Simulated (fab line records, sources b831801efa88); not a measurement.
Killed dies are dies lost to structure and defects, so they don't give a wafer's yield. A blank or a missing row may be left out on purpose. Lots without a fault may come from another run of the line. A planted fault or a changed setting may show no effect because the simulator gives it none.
fab line records | flow sky130
record lots=11 wafers=31 last_day=50
route steps=708 shown LI_CONTACT@381 LOCAL_INTERCONNECT@399 PAD_OPEN@708
lots that met no fault: from a run of the same line without faults
start_h: hours from the record's first day to the start of the lot's first wafer shown | wait_h: hours since the lot's step before | " the same as in the row above | L1.1+2: a row that stands for several wafers | - no value, or no start given | * or withheld: withheld | < > ~ a bound
route shown NAME@n: a module of which the file shows steps, and the number in the route of the first | usual: mean/standard deviation of fault-free wafers | same: alike in all rows | chamber/n: place in a boat | sites: the reading at each site | _std_site: their standard deviation | _edge_site: outer sites' mean less inner sites' | radius_mm: how far each site lies from the wafer's centre | mask NAME#n: copy n | behind: the tool/chamber that last shaped the wafer | hold: why the lot was held/for how many hours/how that ended | device: the transistor (n, p or np) that didn't switch | end of line: the same wafers' tests at the end of the route | a step without rows: its recipe alone | killed: dies lost to structure and defects at the first sort, not the wafer's yield | map: a wafer's dies, x killed, . not, _ none there
set.NAME: the setting as run; set.NAME@STEP: as run at that earlier step | model.NAME: the simulator's own value behind a step, which no gauge read
steps of the route over a sample of lots; a table a step, a row a wafer
services: from which hour (start_h, from the record's first day; less than 0 if before it) a tool's chamber was out of use, for how many hours, and why
## steps
# step SKY_LI_CONTACT_SPUTTER_19
# recipe material=Ti target_thk_nm=20 chamber_pressure_pa=5 power_w=2500 substrate_temp_c=200 time_s=106.37
# usual throttle_valve_pct=29.6/0.84
# columns lot.wafer tool chamber start_h wait_h throttle_valve_pct
L800.1 pvd_sputter-02 - 672.28 0.0 28.3
L800.3 " - " " 30.0
L800.5 " - " " 29.7
L801.2 pvd_sputter-04 - 688.40 0.0 30.1
L801.4 " - " " 29.7
L801.5 " - " " 31.4
L802.1 pvd_sputter-03 - 693.15 0.0 29.0
L802.4 " - " " 30.5
L802.5 " - " " 29.2
L803.1 pvd_sputter-02 - 700.33 0.0 28.9
L803.2 " - " " 30.0
L803.5 " - " " 28.8
L808.1 pvd_sputter-02 - 773.08 0.0 29.2
L808.4 " - " " 29.5
L809.1 pvd_sputter-02 - 773.63 0.0 28.3
L809.2 " - " " 29.6
L812.1 pvd_sputter-02 - 797.48 0.0 29.1
L812.3 " - " " 28.4
L812.5 " - " " 28.5
L816.1 pvd_sputter-02 - 813.65 0.0 29.7
L816.3 " - " " 28.9
L816.5 " - " " 29.2
L818.1 pvd_sputter-04 - 837.93 0.0 29.7
L818.3 " - " " 31.5
L818.6 " - " " 31.4
L820.1 pvd_sputter-02 - 846.05 0.0 29.7
L820.3 " - " " 28.1
L820.6 " - " " 29.6
L821.1 pvd_sputter-03 - 847.23 0.0 29.3
L821.3 " - " " 29.7
L821.5 " - " " 28.9
# step SKY_LI_CONTACT_CVD_21
# recipe material=W target_thk_nm=400 time_s=120.56 temp_c=400 pressure_torr=40
# usual heater_power_w=848/51
# columns lot.wafer tool chamber start_h wait_h heater_power_w
L800.1 cvd_w-02 1 672.42 0.0 825
L800.3 " 1 " " 816
L800.5 " 0 " " 876
L801.2 cvd_w-02 0 688.54 0.0 887
L801.4 " 0 " " 881
L801.5 " 0 " " 894
L802.1 cvd_w-01 0 693.29 0.0 775
L802.4 " 0 " " 785
L802.5 " 1 " " 916
L803.1 cvd_w-02 1 700.47 0.0 847
L803.2 " 0 " " 866
L803.5 " 0 " " 888
L808.1 cvd_w-02 1 773.31 0.1 847
L808.4 " 0 " " 895
L809.1 cvd_w-02 0 773.77 0.0 880
L809.2 " 1 " " 848
L812.1 cvd_w-01 0 797.61 0.0 775
L812.3 " 0 " " 774
L812.5 " 0 " " 767
L816.1 cvd_w-01 1 813.79 0.0 923
L816.3 " 0 " " 769
L816.5 " 1 " " 936
L818.1 cvd_w-01 0 838.07 0.0 797
L818.3 " 0 " " 774
L818.6 " 0 " " 762
L820.1 cvd_w-02 1 846.19 0.0 841
L820.3 " 0 " " 892
L820.6 " 0 " " 918
L821.1 cvd_w-01 1 847.36 0.0 895
L821.3 " 0 " " 753
L821.5 " 0 " " 778
# step SKY_LI_CONTACT_RS_MEAS_22
# recipe thk_meas_gauge=four-point-probe reads=W_of_LI_CONTACT_CVD_21+TiN_of_LI_CONTACT_SPUTTER_20+Ti_of_LI_CONTACT_SPUTTER_19
# usual LI_CONTACT_W_RS=0.284/0.0037
# columns lot.wafer tool chamber start_h wait_h hold LI_CONTACT_W_RS[ohm/sq]
L800.1 film_metro-03 - 672.55 0.1 - 0.279
L800.3 " - " " - 0.279
L800.5 " - " " - 0.283
L801.2 film_metro-03 - 688.68 0.1 - 0.287
L801.4 " - " " - 0.287
L801.5 " - " " - 0.287
L802.1 film_metro-04 - 693.41 0.1 - 0.285
L802.4 " - " " - 0.284
L802.5 " - " " - 0.289
L803.1 film_metro-02 - 700.60 0.1 - 0.282
L803.2 " - " " - 0.288
L803.5 " - " " - 0.290
L808.1 film_metro-02 - 773.43 0.1 await_dispo/0.2h/release 0.203
L808.4 " - " " await_dispo/0.2h/release 0.288
L808.1 film_metro-02 - 773.72 0.3 - 0.203
L808.4 " - " " - 0.287
L809.1 film_metro-04 - 773.90 0.1 await_dispo/0.2h/release 0.209
L809.2 " - " " await_dispo/0.2h/release 0.281
L809.1 film_metro-04 - 774.32 0.4 - 0.209
L809.2 " - " " - 0.282
L812.1 film_metro-03 - 797.86 0.2 - 0.286
L812.3 " - " " - 0.284
L812.5 " - " " - 0.286
L816.1 film_metro-03 - 813.91 0.1 - 0.282
L816.3 " - " " - 0.278
L816.5 " - " " - 0.282
L818.1 film_metro-04 - 838.20 0.1 - 0.282
L818.3 " - " " - 0.280
L818.6 " - " " - 0.284
L820.1 film_metro-03 - 846.31 0.1 - 0.279
L820.3 " - " " - 0.284
L820.6 " - " " - 0.290
L821.1 film_metro-03 - 847.49 0.1 - 0.284
L821.3 " - " " - 0.285
L821.5 " - " " - 0.283
# step SKY_LI_CONTACT_CMP_24
# recipe stop_on=PSG t_overpolish_s=20 down_force_psi=3.5 platen_rpm=60 target_thk_nm=0 pad_velocity_m_s=0.94248
# usual motor_current_A=10.7/0.7 platen_rpm=59.99/0.039 time_to_endpoint_s=96/4.3
# columns lot.wafer tool chamber start_h wait_h hold motor_current_A platen_rpm time_to_endpoint_s
L800.1 cmp-02 2 672.78 0.1 - 10.4 60.03 89
L800.3 " 3 " " - 9.6 59.97 93
L800.5 " 2 " " - 10.8 59.97 88
L801.4 cmp-02 1 688.84 0.0 - 10.2 60.03 91
L801.2 " 2 " " - 11.1 60.04 93
L801.5 " 1 " " - 10.4 60.00 95
L802.4 cmp-01 3 693.59 0.0 - 11.0 60.00 94
L802.1 " 0 " " - 9.9 60.01 87
L802.5 " 0 " " - 9.4 60.01 89
L803.1 cmp-02 0 700.78 0.1 - 10.5 60.00 91
L803.2 " 1 " " - 10.3 60.00 88
L803.5 " 1 " " - 10.4 59.94 89
L809.1 cmp-01 1 780.76 4.8 await_dispo/4.7h/release 10.9 59.98 134
L809.2 " 2 " " await_dispo/4.7h/release 12.6 59.92 98
L808.4 cmp-02 3 783.19 5.2 await_dispo/4.8h/release 10.3 60.01 98
L808.1 " 0 " " await_dispo/4.8h/release 10.4 59.96 130
L812.1 cmp-01 1 798.09 0.1 - 10.5 60.01 105
L812.3 " 3 " " - 11.2 60.02 103
L812.5 " 0 " " - 9.3 59.97 98
L816.3 cmp-02 2 814.09 0.0 - 11.3 59.94 98
L816.1 " 1 " " - 10.6 60.03 95
L816.5 " 2 " " - 10.5 60.02 98
L818.3 cmp-01 1 838.38 0.0 - 10.5 60.08 103
L818.1 " 0 " " - 10.0 59.96 96
L818.6 " 1 " " - 10.7 59.98 101
L820.3 cmp-01 3 846.54 0.1 - 11.5 60.02 101
L820.1 " 1 " " - 10.5 60.09 105
L820.6 " 2 " " - 11.9 60.04 93
L821.3 cmp-01 2 847.77 0.1 - 11.7 59.92 97
L821.1 " 3 " " - 10.7 60.03 98
L821.5 " 0 " " - 9.7 60.00 93
# step SKY_LOCAL_INTERCONNECT_OVL_MEAS_12
# usual LOCAL_INTERCONNECT_OVL=-2/4.8
# columns lot.wafer tool chamber start_h wait_h LOCAL_INTERCONNECT_OVL[nm]
L800.1 overlay-01 - 701.64 0.1 -1
L800.3 " - " " -4
L800.5 " - " " -3
L801.2 overlay-01 - 716.60 0.1 2
L801.4 " - " " -9
L801.5 " - " " -3
L802.1 overlay-01 - 721.42 0.1 -5
L802.4 " - " " -7
L802.5 " - " " 1
L803.1 overlay-01 - 729.23 0.1 2
L803.2 " - " " 7
L803.5 " - " " 0
L808.1 overlay-01 - 799.94 0.1 1
L808.4 " - " " 6
L809.1 overlay-02 - 800.58 0.1 -1
L809.2 " - " " -5
L812.1 overlay-01 - 823.92 0.1 -4
L812.3 " - " " 5
L812.5 " - " " 8
L816.1 overlay-01 - 840.98 0.1 -8
L816.3 " - " " -10
L816.5 " - " " -7
L818.1 overlay-02 - 864.69 0.1 -3
L818.3 " - " " 3
L818.6 " - " " -1
L820.1 overlay-01 - 872.87 0.1 3
L820.3 " - " " -3
L820.6 " - " " -5
L821.1 overlay-02 - 873.44 0.1 4
L821.3 " - " " -3
L821.5 " - " " -1
# step SKY_LOCAL_INTERCONNECT_ETCH_13
# recipe chemistry=N2/H2 target=BARC ion_energy_ev=200 bias_w=100 pressure_mtorr=30 n2_flow_sccm=100 h2_flow_sccm=200 icp_w=500 stop_on=SiO2 time_s=45.9 target_depth_a=600
# usual bias_w=100.01/0.28 drypump_motor_current_A=6.0/0.33 oes_product_au=0.855/0.0047 throttle_valve_pct=13.226/0.009
# columns lot.wafer tool chamber start_h wait_h bias_w drypump_motor_current_A oes_product_au rf_hours_counter_h throttle_valve_pct
L800.1 rie_metal-01 1 701.68 0.0 100.07 5.5 0.853 5 13.239
L800.3 " 1 " " 100.03 5.5 0.859 - 13.229
L800.5 " 0 " " 100.03 6.4 0.850 - 13.234
L801.2 rie_metal-01 1 716.63 0.0 100.09 5.5 0.861 5 13.242
L801.4 " 0 " " 99.88 6.4 0.861 - 13.215
L801.5 " 1 " " 100.06 5.5 0.857 - 13.232
L802.1 rie_metal-03 1 721.45 0.0 100.18 6.2 0.861 4 13.227
L802.4 " 0 " " 99.70 6.1 0.857 - 13.234
L802.5 " 0 " " 99.76 6.1 0.864 - 13.237
L803.1 rie_metal-03 0 729.26 0.0 100.23 6.1 0.862 2 13.210
L803.2 " 1 " " 100.34 6.3 0.857 4 13.215
L803.5 " 0 " " 99.72 6.1 0.855 - 13.219
L808.1 rie_metal-03 0 799.98 0.0 99.78 6.0 0.859 4 13.229
L808.4 " 0 " " 100.25 6.1 0.854 - 13.235
L809.1 rie_metal-01 1 800.61 0.0 100.09 5.5 0.855 8 13.236
L809.2 " 0 " " 99.88 6.4 0.848 16 13.223
L812.1 rie_metal-04 0 823.95 0.0 99.81 5.8 0.857 7 13.220
L812.3 " 1 " " 99.53 6.1 0.854 - 13.230
L812.5 " 1 " " 99.32 6.1 0.854 - 13.212
L816.1 rie_metal-04 1 841.01 0.0 100.03 6.1 0.851 10 13.210
L816.3 " 0 " " 100.44 5.8 0.862 - 13.239
L816.5 " 0 " " 100.12 5.8 0.853 - 13.222
L818.1 rie_metal-01 0 864.73 0.0 99.77 6.4 0.865 1 13.228
L818.3 " 0 " " 99.76 6.4 0.859 - 13.233
L818.6 " 1 " " 99.34 5.5 0.858 - 13.208
L820.1 rie_metal-03 0 872.90 0.0 99.40 6.0 0.855 8 13.231
L820.3 " 1 " " 100.03 6.2 0.848 - 13.239
L820.6 " 0 " " 99.76 6.0 0.852 - 13.231
L821.1 rie_metal-01 0 873.48 0.0 99.44 6.4 0.855 1 13.224
L821.3 " 0 " " 100.25 6.4 0.848 - 13.229
L821.5 " 0 " " 100.27 6.4 0.861 - 13.237
# step SKY_PAD_OPEN_PROBE_99
# usual killed_at_M0_to_M3=43/7.8 killed_at_M4_up=3.2/1.7 killed_at_contacts=24/5.2 killed_at_front_end=15/4.5 killed_at_other=0.4/0.65 killed_dies=87/9.1 killed_open=47/7.3 killed_short=40/6.5
# same gross_dies=492 killed_at_back_side=0
# columns lot.wafer tool chamber start_h wait_h killed_at_M0_to_M3 killed_at_M4_up killed_at_contacts killed_at_front_end killed_at_other killed_dies killed_open killed_short
L808.1 prober-02 - 1142.17 0.1 40 4 29 18 1 92 49 42
# killed by level:class
L808.1 CONTACT:geometric_particle:open=13 CONTACT:geometric_particle:short=7 VIA1:geometric_particle:open=7 POLY_GATE:geometric_particle:open=5 METAL2:geometric_particle:short=5 VIA2:geometric_particle:short=5 POLY_GATE:geometric_particle:short=4 LI_CONTACT:geometric_particle:open=4
## services
# columns tool chamber start_h hours kind
pvd_sputter-02 - 654.88 1.0 repair
cmp-02 - 658.46 3.9 repair
pvd_sputter-02 - 664.76 2.0 repair
cmp-02 - 667.15 5.2 pm
rie_metal-01 - 672.74 2.8 pm
cvd_w-02 - 719.27 0.5 repair
pvd_sputter-02 - 728.73 6.8 repair
pvd_sputter-02 - 734.99 3.5 repair
cmp-01 - 744.15 4.0 pm
rie_metal-01 - 748.06 14.6 pm
cvd_w-01 - 755.44 19.2 repair
cvd_w-01 0 769.08 3.1 repair
rie_metal-04 - 773.97 2.8 pm
rie_metal-01 - 774.12 0.2 repair
cmp-01 - 777.44 0.9 repair
cmp-01 - 781.58 5.0 pm
cvd_w-01 1 788.79 10.5 repair
pvd_sputter-04 - 789.37 1.3 repair
cvd_w-02 - 800.95 1.3 repair
rie_metal-01 - 807.82 0.4 repair
rie_metal-01 - 810.12 4.3 pm
pvd_sputter-02 - 815.49 1.7 repair
rie_metal-01 1 816.83 2.0 repair
cmp-01 - 865.34 0.4 repair
## key
first_sign step=SKY_LI_CONTACT_RS_MEAS_22 reading=visit direction=added
effect step=SKY_LI_CONTACT_RS_MEAS_22 reading=LI_CONTACT_W_RS direction=down sigmas=21 usual=0.284 struck=0.206
effect step=SKY_LI_CONTACT_CMP_24 reading=time_to_endpoint_s direction=up sigmas=8.4 usual=* struck=*
met_at SKY_LI_CONTACT_CVD_21
struck_lots L808,L809
struck_wafers L808.1,L809.1
tester_left_out L808,L809
not_acting_at SKY_LI_CONTACT_SPUTTER_19,SKY_LOCAL_INTERCONNECT_OVL_MEAS_12,SKY_LOCAL_INTERCONNECT_ETCH_13
onset_between 700.47 773.31
fault kind=process_parameter_drift tool=cvd_w-02 chamber=- onset_h=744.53 steps=SKY_LI_CONTACT_CVD_21 channel=target_thk_nm offset=154.26 shape=step end_h=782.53 scope=struck_wafers_only acts_in=these_recipes_only stated=400
# tester_left_out: of these lots the tester's yield and bins aren't shown, on N5 and GAA mostly nor the transistor test; their killed dies are dies lost to structure and defects alone, not to doping, threshold or leakage, so they don't give the yield
